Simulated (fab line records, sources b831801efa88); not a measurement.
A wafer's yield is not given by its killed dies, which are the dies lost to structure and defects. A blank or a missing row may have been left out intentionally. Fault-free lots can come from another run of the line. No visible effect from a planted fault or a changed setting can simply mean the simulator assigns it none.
fab line records + flow sky130
record:
- lots: 12
- wafers: 36
- lastDay: 50
route steps=708 shown VIA3@575 PAD_OPEN@708
lots that met no fault: taken from a fault-free run of the same line
startH: start of the lot's first displayed wafer, in hours after the record's first day + waitH: hours elapsed since this lot's preceding step + " same as the row above + L1.1+2: several wafers, shown together as one row + - either no value or no given start + * or withheld: withheld + < > ~ a bound
route shown NAME@n: a module of which the file shows steps, and the number in the route of the first + usual: average and standard deviation across the fault-free wafers + same: alike in all rows + chamber/n: place in a boat + sites: per-site readings + _std_site: the standard deviation of these + _edge_site: mean of outer sites minus mean of inner sites + radiusMm: how far each site lies from the wafer's centre + mask NAME#n: copy n + behind: the last tool/chamber to shape the wafer + hold: reason for holding the lot/hours on hold/outcome of the hold + device: the n, p or np transistor that did not switch + end of line: the same wafers' tests at the end of the route + a step with no rows: only its recipe + killed: at the first sort, the dies lost to defects and structure; wafer yield is something else + map: per-die view of a wafer (x killed, . not killed, _ where there is no die)
set.NAME: setting as actually run; set.NAME@STEP: the setting as run at that earlier step + model.NAME: the simulator's own value behind a step, which no gauge read
a sample of lots followed through the steps of the route, with each step as a table and each wafer as a row
services: from which hour (startH, from the record's first day; less than 0 if before it) a tool's chamber was out of use, for how many hours, and why
== steps ==
step: SKY_VIA3_CMP_02
recipe:
- material: SiO2
- downForcePsi: 4
- platenRpm: 60
- padVelocityMS: 0.94248
usual:
- edgeZonePressureFrac: 1.001/0.0049
- motorCurrentA: 12.7/1.2
- slurryFilterDpKPa: 13.51/0.13
| lot.wafer | tool   | chamber | startH  | waitH | edgeZonePressureFrac | motorCurrentA | slurryFilterDpKPa |
|-----------|--------|---------|---------|-------|----------------------|---------------|-------------------|
| L902.3    | cmp-02 | 2       | 902.92  | 0.2   | 1.004                | 12.5          | 13.70             |
| L902.6    | "      | 2       | "       | "     | 1.001                | 12.1          | 13.46             |
| L902.5    | "      | 3       | "       | "     | 1.005                | 13.4          | 13.49             |
| L903.2    | cmp-02 | 0       | 918.85  | 0.0   | 1.010                | 14.5          | 13.45             |
| L903.1    | "      | 1       | "       | "     | 0.996                | 12.2          | 13.32             |
| L903.4    | "      | 3       | "       | "     | 0.992                | 14.2          | 13.59             |
| L905.3    | cmp-01 | 0       | 932.18  | 0.0   | 1.005                | 11.3          | 13.42             |
| L905.4    | "      | 2       | "       | "     | 0.999                | 12.4          | 13.64             |
| L905.5    | "      | 1       | "       | "     | 0.996                | 13.6          | 13.69             |
| L904.1    | cmp-01 | 3       | 937.38  | 0.1   | 1.005                | 11.2          | 13.58             |
| L904.2    | "      | 0       | "       | "     | 0.993                | 11.1          | 13.32             |
| L904.5    | "      | 2       | "       | "     | 1.005                | 13.3          | 13.61             |
| L906.2    | cmp-01 | 0       | 944.59  | 0.0   | 1.005                | 11.2          | 13.62             |
| L906.3    | "      | 1       | "       | "     | 1.003                | 13.5          | 13.38             |
| L906.5    | "      | 1       | "       | "     | 0.999                | 13.1          | 13.59             |
| L910.4    | cmp-02 | 1       | 967.09  | 0.0   | 1.009                | 12.3          | 13.68             |
| L910.6    | "      | 1       | "       | "     | 1.003                | 11.8          | 13.52             |
| L910.5    | "      | 2       | "       | "     | 0.993                | 12.3          | 13.62             |
| L911.3    | cmp-02 | 2       | 974.14  | 0.1   | 1.002                | 12.2          | 13.56             |
| L911.2    | "      | 3       | "       | "     | 1.002                | 14.5          | 13.41             |
| L911.6    | "      | 2       | "       | "     | 0.996                | 11.5          | 13.36             |
| L914.1    | cmp-02 | 1       | 1010.54 | 0.1   | 1.010                | 13.1          | 13.44             |
| L914.3    | "      | 2       | "       | "     | 0.997                | 11.8          | 13.38             |
| L914.6    | "      | 1       | "       | "     | 0.998                | 12.0          | 13.57             |
| L918.1    | cmp-01 | 2       | 1017.99 | 0.2   | 0.993                | 12.7          | 13.48             |
| L918.3    | "      | 3       | "       | "     | 0.999                | 11.7          | 13.66             |
| L918.5    | "      | 1       | "       | "     | 1.002                | 13.6          | 13.42             |
| L917.2    | cmp-01 | 0       | 1020.29 | 0.1   | 1.004                | 10.1          | 13.55             |
| L917.5    | "      | 2       | "       | "     | 1.003                | 13.5          | 13.28             |
| L917.6    | "      | 3       | "       | "     | 1.005                | 11.2          | 13.70             |
| L921.1    | cmp-01 | 1       | 1034.93 | 0.2   | 1.004                | 13.3          | 13.45             |
| L921.5    | "      | 2       | "       | "     | 1.000                | 12.7          | 13.71             |
| L921.6    | "      | 3       | "       | "     | 1.002                | 11.7          | 13.35             |
| L923.4    | cmp-01 | 1       | 1046.47 | 0.0   | 1.001                | 13.1          | 13.42             |
| L923.1    | "      | 0       | "       | "     | 0.996                | 11.4          | 13.46             |
| L923.6    | "      | 1       | "       | "     | 1.000                | 12.5          | 13.45             |
step: SKY_PAD_OPEN_PROBE_99
usual:
- defectLimitedYield: 82.8/1.9
- killed_at_M0_to_M3: 43/7.3
- killed_at_M4_up: 3.6/1.9
- killedAtContacts: 23/5.3
- killedAtFrontEnd: 15/4.5
- killedAtOther: 0.3/0.72
- killedDies: 85/9.4
- killedOnRim: 17/4.2
- killedOpen: 46/6.7
- killedShort: 38/6.8
- sort_bin_3_pad_short: 0.8/0.36
- sort_bin_5_function: 10.1/1.3
- sort_bin_6_memory: 6.3/1.2
- sortNPass: 407/9.4
- sortYieldPct: 82.8/1.9
same:
- grossDies: 492
- killedAtBackSide: 0
- sort_bin_4_leakage[%]: 0
- sort_bin_8_speed[%]: 0
| lot.wafer | tool      | chamber | startH  | waitH | hold                    | defectLimitedYield[%] | killed_at_M0_to_M3 | killed_at_M4_up | killedAtContacts | killedAtFrontEnd | killedAtOther | killedDies | killedOnRim | killedOpen | killedShort | sort_bin_3_pad_short[%] | sort_bin_5_function[%] | sort_bin_6_memory[%] | sortNPass | sortYieldPct[%] |
|-----------|-----------|---------|---------|-------|-------------------------|-----------------------|--------------------|-----------------|------------------|------------------|---------------|------------|-------------|------------|-------------|-------------------------|------------------------|----------------------|-----------|-----------------|
| L902.3    | prober-01 | -       | 1076.26 | 0.2   | -                       | 82.9                  | 53                 | 4               | 16               | 9                | 2             | 84         | 18          | 42         | 41          | 1.0                     | 10.0                   | 6.1                  | 408       | 82.9            |
| L902.5    | prober-01 | -       | 1076.36 | 0.2   | -                       | 81.9                  | 44                 | 2               | 26               | 17               | 0             | 89         | 13          | 48         | 40          | 1.2                     | 10.6                   | 6.3                  | 403       | 81.9            |
| L902.6    | prober-01 | -       | 1076.41 | 0.2   | -                       | 85.6                  | 25                 | 3               | 25               | 13               | 5             | 71         | 16          | 41         | 25          | 0.2                     | 10.8                   | 3.5                  | 421       | 85.6            |
| L903.1    | prober-02 | -       | 1087.99 | 0.1   | -                       | 82.5                  | 43                 | 4               | 24               | 15               | 0             | 86         | 14          | 49         | 37          | 1.0                     | 9.6                    | 6.9                  | 406       | 82.5            |
| L903.2    | prober-02 | -       | 1088.04 | 0.1   | -                       | 81.9                  | 39                 | 4               | 32               | 13               | 1             | 89         | 17          | 41         | 48          | 0.8                     | 10.4                   | 6.9                  | 403       | 81.9            |
| L903.4    | prober-02 | -       | 1088.14 | 0.2   | -                       | 83.3                  | 38                 | 3               | 19               | 21               | 1             | 82         | 17          | 40         | 42          | 0.6                     | 9.8                    | 6.3                  | 410       | 83.3            |
| L905.3    | prober-01 | -       | 1099.16 | 0.2   | -                       | 86.0                  | 40                 | 2               | 17               | 10               | 0             | 69         | 11          | 45         | 24          | 0.8                     | 7.7                    | 5.5                  | 423       | 86.0            |
| L905.4    | prober-01 | -       | 1099.21 | 0.2   | -                       | 80.5                  | 44                 | 7               | 26               | 16               | 3             | 96         | 17          | 52         | 41          | 1.0                     | 11.0                   | 7.5                  | 396       | 80.5            |
| L905.5    | prober-01 | -       | 1099.26 | 0.2   | -                       | 81.5                  | 48                 | 2               | 27               | 13               | 1             | 91         | 13          | 51         | 39          | 0.6                     | 11.6                   | 6.3                  | 401       | 81.5            |
| L904.1    | prober-02 | -       | 1103.47 | 0.1   | -                       | 80.1                  | 46                 | 3               | 30               | 19               | 0             | 98         | 25          | 61         | 37          | 0.2                     | 12.4                   | 7.3                  | 394       | 80.1            |
| L904.2    | prober-02 | -       | 1103.52 | 0.1   | -                       | 78.9                  | 58                 | 9               | 29               | 8                | 0             | 104        | 23          | 67         | 37          | 1.2                     | 13.0                   | 6.9                  | 388       | 78.9            |
| L904.5    | prober-02 | -       | 1103.67 | 0.2   | -                       | 78.3                  | 52                 | 3               | 29               | 20               | 3             | 107        | 34          | 55         | 52          | 0.6                     | 12.8                   | 8.3                  | 385       | 78.3            |
| L906.2    | prober-01 | -       | 1109.92 | 0.1   | -                       | 86.2                  | 38                 | 3               | 17               | 10               | 0             | 68         | 15          | 44         | 22          | 0.6                     | 10.4                   | 2.8                  | 424       | 86.2            |
| L906.3    | prober-01 | -       | 1109.97 | 0.2   | -                       | 78.9                  | 56                 | 5               | 20               | 23               | 0             | 104        | 25          | 57         | 47          | 0.4                     | 13.0                   | 7.7                  | 388       | 78.9            |
| L906.5    | prober-01 | -       | 1110.07 | 0.2   | -                       | 81.3                  | 49                 | 2               | 32               | 9                | 0             | 92         | 19          | 47         | 44          | 1.4                     | 9.8                    | 7.5                  | 400       | 81.3            |
| L910.4    | prober-01 | -       | 1129.18 | 0.2   | -                       | 85.6                  | 33                 | 3               | 15               | 20               | 0             | 71         | 7           | 40         | 31          | 0.6                     | 10.2                   | 3.7                  | 421       | 85.6            |
| L910.5    | prober-01 | -       | 1129.23 | 0.2   | -                       | 81.5                  | 39                 | 4               | 34               | 14               | 0             | 91         | 18          | 55         | 36          | 0.6                     | 12.6                   | 5.3                  | 401       | 81.5            |
| L910.6    | prober-01 | -       | 1129.28 | 0.2   | -                       | 81.9                  | 46                 | 3               | 23               | 17               | 0             | 89         | 22          | 52         | 34          | 0.2                     | 10.4                   | 7.5                  | 403       | 81.9            |
| L911.2    | prober-02 | -       | 1134.27 | 0.1   | awaitDispo/2.1h/release | 63.2                  | 145                | 4               | 20               | 11               | 1             | 181        | 33          | 34         | 24          | 2.8                     | 24.8                   | 9.1                  | 311       | 63.2            |
| L911.3    | prober-02 | -       | 1134.32 | 0.2   | awaitDispo/2.1h/release | 59.1                  | 172                | 2               | 17               | 10               | 0             | 201        | 34          | 40         | 32          | 2.0                     | 25.0                   | 13.8                 | 291       | 59.1            |
| L911.6    | prober-02 | -       | 1134.47 | 0.2   | awaitDispo/2.1h/release | 60.6                  | 156                | 6               | 18               | 14               | 0             | 194        | 44          | 52         | 32          | 2.4                     | 23.8                   | 13.2                 | 298       | 60.6            |
| L914.1    | prober-02 | -       | 1164.21 | 0.1   | awaitDispo/6.5h/release | 63.0                  | 138                | 4               | 27               | 13               | 0             | 182        | 33          | 35         | 30          | 1.4                     | 23.2                   | 12.4                 | 310       | 63.0            |
| L914.3    | prober-02 | -       | 1164.31 | 0.2   | awaitDispo/6.5h/release | 64.4                  | 144                | 2               | 16               | 13               | 0             | 175        | 34          | 31         | 31          | 1.6                     | 21.7                   | 12.2                 | 317       | 64.4            |
| L914.6    | prober-02 | -       | 1164.46 | 0.3   | awaitDispo/6.5h/release | 61.8                  | 151                | 3               | 21               | 13               | 0             | 188        | 37          | 46         | 27          | 1.6                     | 23.2                   | 13.4                 | 304       | 61.8            |
| L918.1    | prober-01 | -       | 1169.47 | 0.1   | -                       | 83.7                  | 35                 | 5               | 20               | 20               | 0             | 80         | 15          | 45         | 34          | 1.2                     | 9.8                    | 5.3                  | 412       | 83.7            |
| L918.3    | prober-01 | -       | 1169.57 | 0.2   | -                       | 85.8                  | 27                 | 4               | 26               | 13               | 0             | 70         | 14          | 41         | 29          | 0.4                     | 8.7                    | 5.1                  | 422       | 85.8            |
| L918.5    | prober-01 | -       | 1169.67 | 0.2   | -                       | 83.7                  | 40                 | 1               | 18               | 21               | 0             | 80         | 25          | 44         | 35          | 0.4                     | 10.0                   | 5.9                  | 412       | 83.7            |
| L917.2    | prober-02 | -       | 1170.86 | 0.1   | -                       | 81.1                  | 43                 | 6               | 27               | 17               | 0             | 93         | 18          | 48         | 45          | 0.8                     | 9.1                    | 8.9                  | 399       | 81.1            |
| L917.5    | prober-02 | -       | 1171.01 | 0.2   | -                       | 84.3                  | 33                 | 3               | 26               | 14               | 1             | 77         | 14          | 45         | 32          | 0.6                     | 8.7                    | 6.3                  | 415       | 84.3            |
| L917.6    | prober-02 | -       | 1171.06 | 0.2   | -                       | 82.1                  | 51                 | 4               | 22               | 11               | 0             | 88         | 19          | 42         | 46          | 0.6                     | 10.4                   | 6.9                  | 404       | 82.1            |
| L921.1    | prober-01 | -       | 1182.77 | 0.1   | -                       | 82.1                  | 43                 | 5               | 19               | 21               | 0             | 88         | 21          | 49         | 39          | 1.0                     | 10.8                   | 6.1                  | 404       | 82.1            |
| L921.5    | prober-01 | -       | 1182.97 | 0.2   | -                       | 84.1                  | 44                 | 2               | 16               | 16               | 0             | 78         | 17          | 41         | 37          | 0.6                     | 8.1                    | 7.1                  | 414       | 84.1            |
| L921.6    | prober-01 | -       | 1183.02 | 0.2   | -                       | 82.9                  | 41                 | 3               | 22               | 17               | 1             | 84         | 16          | 32         | 52          | 1.4                     | 10.2                   | 5.5                  | 408       | 82.9            |
| L923.1    | prober-02 | -       | 1190.51 | 0.1   | -                       | 82.5                  | 44                 | 5               | 17               | 20               | 0             | 86         | 12          | 45         | 41          | 1.6                     | 8.9                    | 6.9                  | 406       | 82.5            |
| L923.4    | prober-02 | -       | 1190.66 | 0.2   | -                       | 83.9                  | 43                 | 4               | 19               | 13               | 0             | 79         | 17          | 38         | 41          | 1.2                     | 8.9                    | 5.9                  | 413       | 83.9            |
| L923.6    | prober-02 | -       | 1190.76 | 0.2   | -                       | 85.6                  | 39                 | 3               | 13               | 16               | 0             | 71         | 13          | 32         | 39          | 0.6                     | 7.7                    | 6.1                  | 421       | 85.6            |
killed by level:class
L902.3 VIA2:geometricParticle:open=10 VIA1:geometricParticle:open=8 METAL2:geometricParticle:short=6 METAL3:geometricParticle:short=6 CONTACT:geometricParticle:open=5 METAL1:geometricParticle:short=5 VIA3:geometricParticle:short=5 LI_CONTACT:geometricParticle:open=4
L902.5 CONTACT:geometricParticle:open=8 VIA2:geometricParticle:open=7 FIELD_ISO:geometricParticle:open=6 LI_CONTACT:geometricParticle:open=6 VIA3:geometricParticle:open=6 CONTACT:geometricParticle:short=5 VIA1:geometricParticle:open=5 METAL2:geometricParticle:short=5
L902.6 LI_CONTACT:geometricParticle:open=9 VIA1:geometricParticle:open=6 LOCAL_INTERCONNECT:geometricParticle:short=5 PASSIVATION:coatMicrobubblePrinted=5 CONTACT:geometricParticle:short=5 POLY_GATE:geometricParticle:open=4 CONTACT:geometricParticle:open=4 FIELD_ISO:geometricParticle:open=3
L903.1 VIA1:geometricParticle:open=15 LI_CONTACT:geometricParticle:open=10 VIA2:geometricParticle:open=7 FIELD_ISO:geometricParticle:short=6 CONTACT:geometricParticle:open=6 VIA1:geometricParticle:short=6 CONTACT:geometricParticle:short=4 METAL2:geometricParticle:short=4
L903.2 CONTACT:geometricParticle:open=11 LI_CONTACT:geometricParticle:open=7 VIA1:geometricParticle:open=7 LOCAL_INTERCONNECT:geometricParticle:short=6 METAL2:geometricParticle:short=6 CONTACT:geometricParticle:short=6 METAL1:geometricParticle:short=6 VIA2:geometricParticle:open=5
L903.4 FIELD_ISO:geometricParticle:short=9 VIA3:geometricParticle:open=8 LI_CONTACT:geometricParticle:open=5 VIA1:geometricParticle:open=5 VIA2:geometricParticle:open=5 POLY_GATE:geometricParticle:open=4 LOCAL_INTERCONNECT:geometricParticle:short=4 CONTACT:geometricParticle:open=4
L905.3 VIA3:geometricParticle:open=10 CONTACT:geometricParticle:open=9 VIA1:geometricParticle:open=7 LI_CONTACT:geometricParticle:open=5 VIA1:geometricParticle:short=5 METAL2:geometricParticle:short=5 FIELD_ISO:geometricParticle:open=4 VIA2:geometricParticle:open=4
L905.4 METAL2:geometricParticle:short=9 VIA1:geometricParticle:open=8 CONTACT:geometricParticle:open=8 VIA2:geometricParticle:open=8 LOCAL_INTERCONNECT:geometricParticle:short=6 VIA3:geometricParticle:open=6 LI_CONTACT:geometricParticle:open=5 METAL1:geometricParticle:short=5
L905.5 CONTACT:geometricParticle:open=12 VIA2:geometricParticle:open=11 VIA1:geometricParticle:open=10 METAL1:geometricParticle:short=6 METAL2:geometricParticle:short=6 LI_CONTACT:geometricParticle:open=5 FIELD_ISO:geometricParticle:open=4 FIELD_ISO:geometricParticle:short=4
L904.1 VIA2:geometricParticle:open=12 LI_CONTACT:geometricParticle:open=10 CONTACT:geometricParticle:open=9 VIA1:geometricParticle:open=9 FIELD_ISO:geometricParticle:open=7 VIA3:geometricParticle:open=6 CONTACT:geometricParticle:short=5 METAL1:geometricParticle:short=5
L904.2 VIA1:geometricParticle:open=14 CONTACT:geometricParticle:open=12 VIA3:geometricParticle:open=9 LI_CONTACT:geometricParticle:open=8 VIA2:geometricParticle:open=8 VIA1:geometricParticle:short=6 METAL1:geometricParticle:short=5 VIA2:geometricParticle:short=5
L904.5 VIA3:geometricParticle:open=12 VIA1:geometricParticle:open=10 VIA2:geometricParticle:open=8 LI_CONTACT:geometricParticle:open=6 LI_CONTACT:geometricParticle:short=6 CONTACT:geometricParticle:short=6 METAL1:geometricParticle:short=6 METAL2:geometricParticle:short=6
L906.2 VIA1:geometricParticle:open=15 CONTACT:geometricParticle:open=8 METAL1:geometricParticle:short=6 VIA3:geometricParticle:open=5 FIELD_ISO:geometricParticle:open=4 LOCAL_INTERCONNECT:geometricParticle:short=4 VIA1:geometricParticle:short=4 POLY_GATE:geometricParticle:open=3
L906.3 VIA1:geometricParticle:open=14 CONTACT:geometricParticle:open=10 VIA3:geometricParticle:open=10 FIELD_ISO:geometricParticle:open=7 FIELD_ISO:geometricParticle:short=6 VIA1:geometricParticle:short=6 VIA2:geometricParticle:open=6 METAL1:geometricParticle:short=5
L906.5 CONTACT:geometricParticle:open=13 METAL1:geometricParticle:short=8 LI_CONTACT:geometricParticle:open=7 CONTACT:geometricParticle:short=7 VIA1:geometricParticle:open=7 VIA1:geometricParticle:short=6 METAL2:geometricParticle:short=6 VIA3:geometricParticle:open=5
L910.4 VIA1:geometricParticle:open=8 CONTACT:geometricParticle:open=7 METAL2:geometricParticle:short=7 POLY_GATE:geometricParticle:short=6 FIELD_ISO:geometricParticle:open=4 POLY_GATE:geometricParticle:open=4 LI_CONTACT:geometricParticle:open=4 CONTACT:geometricParticle:short=4
L910.5 CONTACT:geometricParticle:open=15 VIA1:geometricParticle:open=14 LI_CONTACT:geometricParticle:open=7 VIA3:geometricParticle:open=7 FIELD_ISO:geometricParticle:short=5 VIA2:geometricParticle:open=5 LOCAL_INTERCONNECT:geometricParticle:short=5 CONTACT:geometricParticle:short=5
L910.6 CONTACT:geometricParticle:open=11 VIA2:geometricParticle:open=8 VIA3:geometricParticle:open=7 METAL1:geometricParticle:short=6 VIA1:geometricParticle:open=6 VIA1:geometricParticle:short=5 LI_CONTACT:geometricParticle:open=4 FIELD_ISO:geometricParticle:short=3
L911.2 VIA3:unspecified=122 CONTACT:geometricParticle:open=9 LI_CONTACT:geometricParticle:open=6 METAL2:geometricParticle:short=5 POLY_GATE:geometricParticle:open=4 VIA2:geometricParticle:open=4 LOCAL_INTERCONNECT:geometricParticle:short=3 METAL1:geometricParticle:short=3
L911.3 VIA3:unspecified=129 VIA3:geometricParticle:open=9 METAL2:geometricParticle:short=9 VIA1:geometricParticle:open=8 LI_CONTACT:geometricParticle:open=7 METAL1:geometricParticle:short=5 POLY_GATE:geometricParticle:open=4 CONTACT:geometricParticle:open=4
L911.6 VIA3:unspecified=110 VIA3:geometricParticle:open=13 CONTACT:geometricParticle:open=9 VIA1:geometricParticle:open=7 LI_CONTACT:geometricParticle:open=5 METAL2:geometricParticle:short=5 FIELD_ISO:geometricParticle:short=4 POLY_GATE:geometricParticle:open=4
L914.1 VIA3:unspecified=117 CONTACT:geometricParticle:open=10 POLY_GATE:geometricParticle:open=7 LI_CONTACT:geometricParticle:open=7 CONTACT:geometricParticle:short=4 METAL2:geometricParticle:short=4 METAL4:geometricParticle:short=4 LOCAL_INTERCONNECT:geometricParticle:short=3
L914.3 VIA3:unspecified=113 CONTACT:geometricParticle:open=6 METAL1:geometricParticle:short=6 METAL2:geometricParticle:short=5 VIA2:geometricParticle:open=5 VIA1:geometricParticle:short=4 POLY_GATE:geometricParticle:open=4 LI_CONTACT:geometricParticle:open=4
L914.6 VIA3:unspecified=115 CONTACT:geometricParticle:open=9 VIA3:geometricParticle:open=8 VIA1:geometricParticle:open=7 METAL1:geometricParticle:short=5 VIA2:geometricParticle:open=4 POLY_GATE:geometricParticle:open=3 LI_CONTACT:geometricParticle:short=3
L918.1 VIA1:geometricParticle:open=10 LI_CONTACT:geometricParticle:open=8 FIELD_ISO:geometricParticle:short=5 POLY_GATE:geometricParticle:open=5 CONTACT:geometricParticle:short=5 POLY_GATE:geometricParticle:short=4 VIA3:geometricParticle:open=4 VIA2:geometricParticle:open=4
L918.3 CONTACT:geometricParticle:open=12 VIA2:geometricParticle:open=10 LI_CONTACT:geometricParticle:open=5 FIELD_ISO:geometricParticle:short=4 CONTACT:geometricParticle:short=4 VIA1:geometricParticle:open=4 METAL1:geometricParticle:short=3 METAL2:geometricParticle:short=3
L918.5 CONTACT:geometricParticle:open=9 METAL2:geometricParticle:short=7 VIA3:geometricParticle:open=7 POLY_GATE:geometricParticle:open=6 VIA2:geometricParticle:open=5 POLY_GATE:geometricParticle:short=4 LI_CONTACT:geometricParticle:open=4 VIA1:geometricParticle:open=4
L917.2 CONTACT:geometricParticle:short=10 CONTACT:geometricParticle:open=9 VIA1:geometricParticle:open=7 METAL1:geometricParticle:short=6 VIA2:geometricParticle:open=6 VIA3:geometricParticle:open=6 POLY_GATE:geometricParticle:open=5 METAL2:geometricParticle:short=5
L917.5 LOCAL_INTERCONNECT:geometricParticle:short=8 CONTACT:geometricParticle:open=8 VIA2:geometricParticle:open=8 VIA3:geometricParticle:open=8 LI_CONTACT:geometricParticle:open=7 VIA1:geometricParticle:open=5 POLY_GATE:geometricParticle:short=4 POLY_GATE:geometricParticle:open=4
L917.6 CONTACT:geometricParticle:open=8 VIA2:geometricParticle:open=7 METAL1:geometricParticle:short=7 VIA1:geometricParticle:open=7 VIA1:geometricParticle:short=7 METAL2:geometricParticle:short=6 FIELD_ISO:geometricParticle:short=5 LI_CONTACT:geometricParticle:open=5
L921.1 VIA3:geometricParticle:open=8 POLY_GATE:geometricParticle:open=7 VIA1:geometricParticle:open=7 FIELD_ISO:geometricParticle:short=6 LI_CONTACT:geometricParticle:open=6 CONTACT:geometricParticle:open=6 LI_CONTACT:geometricParticle:short=5 METAL4:geometricParticle:short=5
L921.5 METAL1:geometricParticle:short=11 VIA1:geometricParticle:open=10 VIA3:geometricParticle:open=7 LI_CONTACT:geometricParticle:open=6 VIA1:geometricParticle:short=6 FIELD_ISO:geometricParticle:short=4 POLY_GATE:geometricParticle:open=4 CONTACT:geometricParticle:short=4
L921.6 VIA1:geometricParticle:open=9 POLY_GATE:geometricParticle:short=6 LI_CONTACT:geometricParticle:short=6 METAL1:geometricParticle:short=6 METAL2:geometricParticle:short=6 LOCAL_INTERCONNECT:geometricParticle:short=5 FIELD_ISO:geometricParticle:open=4 VIA1:geometricParticle:short=4
L923.1 VIA1:geometricParticle:open=13 METAL1:geometricParticle:short=7 FIELD_ISO:geometricParticle:open=6 LI_CONTACT:geometricParticle:open=6 CONTACT:geometricParticle:open=6 FIELD_ISO:geometricParticle:short=5 METAL4:geometricParticle:short=4 METAL2:geometricParticle:short=3
L923.4 VIA3:geometricParticle:short=7 VIA1:geometricParticle:open=6 CONTACT:geometricParticle:open=6 METAL1:geometricParticle:short=6 METAL3:geometricParticle:short=6 FIELD_ISO:geometricParticle:open=5 CONTACT:geometricParticle:short=5 VIA3:geometricParticle:open=5
L923.6 METAL1:geometricParticle:short=10 METAL2:geometricParticle:short=8 CONTACT:geometricParticle:open=6 VIA1:geometricParticle:open=6 FIELD_ISO:geometricParticle:short=5 VIA3:geometricParticle:open=4 FIELD_ISO:geometricParticle:open=3 LI_CONTACT:geometricParticle:open=3
== services ==
| tool   | chamber | startH  | hours | kind                          |
|--------|---------|---------|-------|-------------------------------|
| cmp-01 | -       | 900.26  | 4.1   | repair                        |
| cmp-02 | -       | 912.38  | 4.0   | pm                            |
| cmp-02 | -       | 916.38  | -     | consumableReplace:conditioner |
| cmp-02 | -       | 916.38  | -     | consumableReplace:pad         |
| cmp-02 | -       | 927.96  | 0.9   | repair                        |
| cmp-02 | -       | 987.26  | 1.4   | repair                        |
| cmp-02 | -       | 1038.02 | 2.4   | repair                        |
== key ==
firstSign:
- step: SKY_PAD_OPEN_PROBE_99
- reading: killed_at_M0_to_M3
- direction: up
- sigmas: 15
- usual: 43
- struck: 151
effect:
- step: SKY_PAD_OPEN_PROBE_99
- reading: killedDies
- direction: up
- sigmas: 11
- usual: 85
- struck: 187
metAt SKY_VIA3_CMP_02
struckLots L911,L914
onsetBetween 967.09 974.14
fault:
- kind: chamberParticleSource
- tool: cmp-02
- chamber: -
- onsetH: 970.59
- steps: SKY_VIA3_CMP_02
- ratePerVisitCm2: 0.58311
- endH: 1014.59
